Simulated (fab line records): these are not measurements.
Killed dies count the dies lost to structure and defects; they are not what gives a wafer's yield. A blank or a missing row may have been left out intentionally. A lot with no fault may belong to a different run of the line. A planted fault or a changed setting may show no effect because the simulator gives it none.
A lot that was struck, set against a sound lot -- flow sky130 -- 20 steps out of a route of 708
Sound: wafers L268.2, L268.4, L268.6. Struck: wafers L272.3, L272.5, L272.6. Last of all comes the cause.
For every step that has rows: the tool of each side, followed by ch and its chambers, followed by its first start. Under that, the readings that differ: sound wafers -- struck wafers -- difference of the means -- sigmas: that difference in standard deviations of wafers without a fault.
alike: readings whose means differ by less than 2 such deviations, and words and numbers that are the same on both sides. not compared: withheld readings, readings that some wafer has no value for, bounds like >300 that may hide the same value, and numbers for which the record gives no deviation and whose values overlap.
A row with sigmas, a row that says differs or no value, or rows on one side alone: a step with any of these is where the two part. Numbers that have no deviation but don't overlap get no sigmas and don't part them. A reading that every wafer of one side lacks parts them only if that side has two wafers or more.

first, 6 steps without rows for these wafers: SKY_VT_ADJUST_PCH_HMDS_01 (prime time 60 s); SKY_VT_ADJUST_PCH_COAT_02 (resist thk 3000 nm); SKY_VT_ADJUST_PCH_SOFTBAKE_03; SKY_VT_ADJUST_PCH_EXPOSE_04 (exposes mask NWM, target cd 840 nm); SKY_VT_ADJUST_PCH_PEB_05; SKY_VT_ADJUST_PCH_DEVELOP_06 (develop time 60 s).
SKY_VT_ADJUST_PCH_OVL_MEAS_07:
  sound: overlay-01 at day 11 12:41; struck: overlay-01 at day 12 14:53
  alike: VT_ADJUST_PCH_OVL
following that, these wafers have no rows for 1 step: SKY_VT_ADJUST_PCH_IMPLANT_08.
SKY_VT_ADJUST_PCH_STRIP_09: strips in O2/N2.
  sound on plasmaAsher-03 ch 1, day 11 12:52; struck on plasmaAsher-01 ch 0,1, day 12 15:05
  alike: drypumpMotorCurrentA, oesProductAu, stripTimeToEndpointS
  not compared: rfHoursCounterH
SKY_VT_ADJUST_PCH_TW_MEAS_10:
  sound: filmMetro-03 at day 11 12:59; struck: filmMetro-04 at day 12 15:11
  alike: VT_ADJUST_PCH_TW
then, 2 steps without rows for these wafers: SKY_SONOS_TUNNEL_DEHYDRATE_00 (time 60 s); SKY_SONOS_TUNNEL_HMDS_01 (prime time 60 s).
SKY_SONOS_TUNNEL_COAT_02: resist thk 1140 nm.
  struck on lithoTrack-01, day 13 03:25; sound on lithoTrack-01 ch 0, day 12 00:44
  no value came back on the struck wafers for chillPlateTempC (C), dispensePressureKPa (kPa), exhaustPa (Pa); on the sound wafers chillPlateTempC (C) reads 23.00 23.02 22.99
then, 4 steps without rows for these wafers: SKY_SONOS_TUNNEL_SOFTBAKE_03 (time 60 s); SKY_SONOS_TUNNEL_EXPOSE_04 (exposes mask TUNM, target cd 410 nm); SKY_SONOS_TUNNEL_PEB_05; SKY_SONOS_TUNNEL_DEVELOP_06 (develop time 60 s).
SKY_SONOS_TUNNEL_CD_MEAS_07 targets a cd of 410 nm.
  sound: cdSem-02 at day 12 12:41; struck: cdSem-01 at day 13 16:25
reading,sound,struck,difference,sigmas
cdNm (nm),409.5 411.5 410.6,- - -,no value on the struck wafers,
SKY_SONOS_TUNNEL_OVL_MEAS_08:
  sound: overlay-01 at day 12 12:47; struck: overlay-02 at day 13 16:31
reading,sound,struck,difference,sigmas
SONOS_TUNNEL_OVL (nm),-1.4 -0.9 0.9,- - -,no value on the struck wafers,
-- record jumps: 34 days separate the struck wafers' starts on either side; left off in module SONOS_TUNNEL, taken up again in module PAD_OPEN, whose first shown step is the route's number 708 --
SKY_PAD_OPEN_PROBE_99:
  sound: prober-01 at day 46 17:23; struck: prober-01 at day 47 12:40
reading,sound,struck,difference,sigmas
killedAtFrontEnd,8 16 15,415 408 422,+402,+93
killedDies,79 86 98,492 492 492,+404,+48
killedOnRim,14 22 18,96 96 96,+78,+21
  alike: killed_at_M0_to_M3, killed_at_M4_up, killedAtContacts, killedAtOther, killedOpen, killedShort

== WHERE THEY PART ==
Earliest at SKY_SONOS_TUNNEL_COAT_02; latest, in this record, at SKY_PAD_OPEN_PROBE_99.

WHY: what the simulator had put in
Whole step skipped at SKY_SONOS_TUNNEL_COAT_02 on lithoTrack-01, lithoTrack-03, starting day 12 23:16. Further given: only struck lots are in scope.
